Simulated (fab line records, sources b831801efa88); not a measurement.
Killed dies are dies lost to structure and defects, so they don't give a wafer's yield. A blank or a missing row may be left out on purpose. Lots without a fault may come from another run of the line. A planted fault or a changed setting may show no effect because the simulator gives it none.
Problem report in the 8D (eight disciplines) form, filled by code | flow sky130 | the parts of the form that need people (team, actions taken, sign-off) are left out

1. THE PROBLEM
developer_temp_C at SKY_METAL2_DEVELOP_14 reads a mean of 21.78 C on 6 wafers of 2 lots; wafers without a fault read 21.00 C with a standard deviation of 0.12. That is +6.5 standard deviations from the usual mean.
The step: develop time 60 s.
First seen on wafer L939.1, day 38 02:00, on litho_track-01. The record holds 39 wafers of 13 lots with a number at this step. Rule for "out", or "out of limits": more than 4 standard deviations from the usual mean. The other wafers with a number count as sound.

2. WHAT IT IS AND WHAT IT IS NOT
question                    | is                     | is not
which readings at this step | developer_temp_C       | -
which lots                  | L939, L941             | L930, L931, L932, L936, L937, L938, L949, L950, L951, L952, L953
which wafers of those lots  | all that have a number | -
read on which tools         | litho_track-01         | litho_track-03
when                        | from day 38 02:00      | up to then (18 sound wafers); but 15 sound wafers of L949, L950, L951, L952, L953 came after

3. SUSPECTS, AND WHAT RULES EACH OUT
Counting: a tool at a process step up to the reading stays a suspect if it ran every lot that is out and no sound lot after the first of them.
- litho_track-01 at SKY_METAL2_DEVELOP_14 (develop time 60 s): ruled out as a lasting fault. Sound lots L949, L950 ran on it after its first lot that is out, L939 (day 38 02:00).
Left after counting: nothing in the record.

4. THE CAUSE (what the simulator had put in)
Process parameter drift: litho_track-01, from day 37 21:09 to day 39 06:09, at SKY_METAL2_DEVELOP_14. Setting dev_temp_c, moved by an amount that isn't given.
Counting ruled it out, wrongly.

5. THE CHAIN OF EFFECTS, in route order
Each row: a reading whose mean over the struck wafers that have a number lies more than 3 standard deviations from the usual. Only readings for which the record gives a usual standard deviation are gone through. hours: the time from each lot's start at the first step in this table that gives one to its start at this step, as a median over the lots. sigmas: the change in usual standard deviations.
hours | step                  | reading          | usual   | on struck wafers | change | sigmas
0     | SKY_METAL2_DEVELOP_14 | developer_temp_C | 21.00 C | 21.78            | +0.78  | +6.5
The process steps in it:
- SKY_METAL2_DEVELOP_14: develop time 60 s.

6. WHAT WOULD HAVE CAUGHT IT SOONER
In this record the first reading out of limits was taken at day 38 02:00, 5 hours after the fault began at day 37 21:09.
